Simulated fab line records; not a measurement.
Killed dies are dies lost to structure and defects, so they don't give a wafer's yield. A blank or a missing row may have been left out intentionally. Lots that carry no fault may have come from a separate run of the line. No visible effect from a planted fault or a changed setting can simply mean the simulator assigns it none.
8D (eight disciplines) problem report, filled in by code + flow gf180mcu + the parts of the form that need people (team, actions taken, sign-off) are left out

== 1. WHAT IS WRONG ==
At GF_HV_LDD_IMPLANT_33, dose_ions_cm2 averages 6.574e+12 over 6 wafers from 2 lots, while fault-free wafers read 7.499e+12, standard deviation 7.9e+09. That is -99 or more standard deviations from the usual mean.
First observed at day 15 02:56: wafer L450.1, on implanter-03. At this step, 39 wafers from 13 lots have a number in the record. Rule for "out", or "out of limits": more than 4 standard deviations from the usual mean. The rest of the wafers with a number are treated as sound.

== 2. WHAT THIS IS AND IS NOT ==
| question                    | is                                | is not                                                                                             |
|-----------------------------|-----------------------------------|----------------------------------------------------------------------------------------------------|
| which readings at this step | dose_ions_cm2, faraday_current_uA | -                                                                                                  |
| which lots                  | L450, L453                        | L439, L440, L442, L443, L444, L455, L456, L459, L460, L461, L462                                   |
| which wafers of those lots  | all that have a number            | -                                                                                                  |
| read on which tools         | implanter-03                      | implanter-02, implanter-04                                                                         |
| when                        | from day 15 02:56                 | up to then (15 sound wafers); but 18 sound wafers of L455, L456, L459, L460, L461, L462 came after |

== 3. WHAT RULES OUT EACH SUSPECT ==
Counting: a tool at a process step up to the reading stays a suspect if it ran every lot that is out and no sound lot after the first of them.
- implanter-03 at GF_HV_LDD_IMPLANT_33: ruled out as a lasting fault. The sound lots L461 went through it after L450, its earliest lot that is out (day 15 02:56).
Left after counting: nothing in the record.

== 4. THE CAUSE (what the simulator had put in) ==
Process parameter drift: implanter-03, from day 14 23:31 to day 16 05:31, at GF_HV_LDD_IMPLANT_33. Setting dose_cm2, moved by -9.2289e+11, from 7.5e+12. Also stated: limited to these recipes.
Counting ruled it out, wrongly.

== 5. THE EFFECT CHAIN, in route order ==
One row per reading whose mean, taken over the struck wafers that have a number, lies over 3 standard deviations from the usual. Scope: only readings with a usual standard deviation given in the record; hours: median across lots of the time from each lot's start at the first step in this table that gives one to its start at this step; sigmas: change in usual standard deviations.
| hours | step                 | reading            | usual     | on struck wafers | change     | sigmas      |
|-------|----------------------|--------------------|-----------|------------------|------------|-------------|
| 0     | GF_HV_LDD_IMPLANT_33 | dose_ions_cm2      | 7.499e+12 | 6.574e+12        | -9.247e+11 | -99 or more |
| 0     | GF_HV_LDD_IMPLANT_33 | faraday_current_uA | 42.2      | 37.0             | -5.2       | -5.4        |
It contains these process steps:
- GF_HV_LDD_IMPLANT_33
Later steps that measure or inspect, where all struck wafers having a row at the step show a number for every such reading and not one has moved that far: GF_HV_LDD_RS_MEAS_53, GF_V1_CD_MEAS_14.

== 6. WHAT WOULD HAVE CAUGHT IT SOONER ==
First out-of-limits reading in this record: day 15 02:56, which is 3 hours after fault onset at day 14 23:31.
